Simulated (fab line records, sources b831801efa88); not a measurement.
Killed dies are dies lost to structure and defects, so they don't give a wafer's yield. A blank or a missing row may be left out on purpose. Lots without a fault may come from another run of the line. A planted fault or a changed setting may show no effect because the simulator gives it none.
One fault seen from 2 desks | flow sky130 | each desk has only its own numbers; what lay behind them comes last

THE METROLOGY DESK
What the gauges read, lot by lot, whatever tool the lot ran on: means of the sampled wafers that have a number. A lot is out of limits, marked OUT, if its mean lies more than 4 standard deviations from the usual mean; the brackets give that distance.
Columns: A = SPACER_CVD_00_THK at SKY_SPACER_THK_MEAS_01, usual 43.0 nm; B = CONTACT_OVL at SKY_CONTACT_OVL_MEAS_15, usual -1 nm
lot  | first seen here | A              | B
L591 | day 23 18:01    | 42.5           | 1
L595 | day 25 12:04    | 43.5           | -6
L598 | day 26 03:22    | 43.0           | -7
L601 | day 27 03:55    | 42.8           | 0
L604 | day 27 21:25    | 42.4           | 2
L607 | day 29 02:32    | 42.3           | 2
L608 | day 29 08:56    | 43.1           | -2
L609 | day 30 00:38    | 48.8 (+14) OUT | 5
L610 | day 30 02:53    | 48.4 (+13) OUT | 3
L611 | day 30 06:30    | 48.6 (+14) OUT | 0
This desk's finding: out of limits on L609, L610, L611; first on L609, day 30 00:38 (SPACER_CVD_00_THK at SKY_SPACER_THK_MEAS_01). In limits: L591, L595, L598, L601, L604, L607, L608.

THE TOOL OWNER'S DESK: lpcvd-02
The tool's own readings at SKY_SPACER_CVD_00 (deposits Si3N4 from DCS/NH3, target thk 43.1 nm, time 740 s): means of the sampled wafers that have a number, for each lot that ran on this tool. A lot is out of limits, marked OUT, if its mean lies more than 4 standard deviations from the usual mean; the brackets give that distance.
Columns: A = spike_tc_upper_C at SKY_SPACER_CVD_00, usual 770.5 C; B = zone_power_lower_pct at SKY_SPACER_CVD_00, usual 14.1 %
lot  | first seen here | A     | B
L591 | day 23 16:12    | 770.8 | 14.2
L595 | day 25 10:51    | 770.0 | 13.8
L598 | day 26 02:09    | 769.0 | 13.8
L601 | day 27 02:42    | 770.6 | 14.2
L604 | day 27 20:11    | 771.5 | 14.2
L607 | day 29 01:19    | 770.5 | 14.2
L608 | day 29 07:43    | 770.6 | 14.2
L609 | day 29 23:25    | 768.7 | 13.8
L610 | day 30 01:40    | 772.0 | 14.4
L611 | day 30 05:17    | 770.7 | 14.4
This desk's finding: nothing out of limits on any of the 10 lots.

PUT TOGETHER
The metrology desk could have raised an alarm at day 30 00:38, on L609, L610, L611.
The tool owner's desk saw nothing out of limits.
The tool owner's desk has L609, L610, L611 on record, within its limits.
Of the lots named, all ran SKY_SPACER_CVD_00 on lpcvd-02.

WHAT THE SIMULATOR HAD PUT IN
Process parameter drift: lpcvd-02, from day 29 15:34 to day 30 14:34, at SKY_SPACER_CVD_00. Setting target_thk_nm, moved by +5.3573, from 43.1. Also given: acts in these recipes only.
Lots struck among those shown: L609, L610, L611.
Hours from the fault's start to each desk's first reading out of limits: the metrology desk, 9.
